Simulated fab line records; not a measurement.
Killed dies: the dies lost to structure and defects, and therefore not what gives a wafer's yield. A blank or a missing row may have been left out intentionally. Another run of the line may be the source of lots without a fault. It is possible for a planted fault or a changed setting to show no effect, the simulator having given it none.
Which of the tools did it?	flow sky130	18 wafers from 6 lots sampled at 2 of the route's 708 steps

## WHAT THE GAUGES READ, wafer by wafer
SKY_SONOS_ONO_THK_MEAS_01.
lot	measured	on	SONOS_ONO_OXIDATION_THK (nm)
L253	day 13 05:00	filmMetro-03	2.58 2.61 2.61
L255	day 14 03:26	filmMetro-02	2.56 2.62 2.63
L257	day 14 08:42	filmMetro-03	2.58 2.54 2.57
L261	day 16 02:33	filmMetro-03	2.56 2.61 2.56
L267	day 17 20:20	filmMetro-01	2.58 2.59 2.50
L270	day 19 07:22	filmMetro-03	2.66 2.59 2.59

## WHICH TOOL RAN EACH LOT (tool, then ch and the chambers of the sampled wafers, then the start)
lot	SKY_DNWELL_STRIP_08
L253	plasmaAsher-03 ch 0,1, day 4 12:30
L255	plasmaAsher-03 ch 1, day 5 01:58
L257	plasmaAsher-01 ch 0,1, day 5 06:49
L261	plasmaAsher-01 ch 0,1, day 6 10:28
L267	plasmaAsher-04 ch 0,1, day 7 15:50
L270	plasmaAsher-03 ch 0,1, day 8 14:28
- SKY_DNWELL_STRIP_08: strips in O2/N2.

## THE ANSWER, worked out from the rows above alone
Rule: usual is defined by the lots themselves. The widest of any qualifying gaps counts: lots, ordered by their means at a reading, are off when they make up no more than a third of the lots, leave a main group of 4 or more, and stand apart from it by 3 or more times the standard deviation of that group's means. A main group whose means are all the same, to the digits that the tables above print for the reading, isn't used. A lot without any number at a reading at which 4 lots or more have one is off too. Where the step has rows for the other lots, those lots are counted as sound.
None of the lots is off at any reading shown; this tells nothing.

## WHAT THE SIMULATOR HAD INSERTED
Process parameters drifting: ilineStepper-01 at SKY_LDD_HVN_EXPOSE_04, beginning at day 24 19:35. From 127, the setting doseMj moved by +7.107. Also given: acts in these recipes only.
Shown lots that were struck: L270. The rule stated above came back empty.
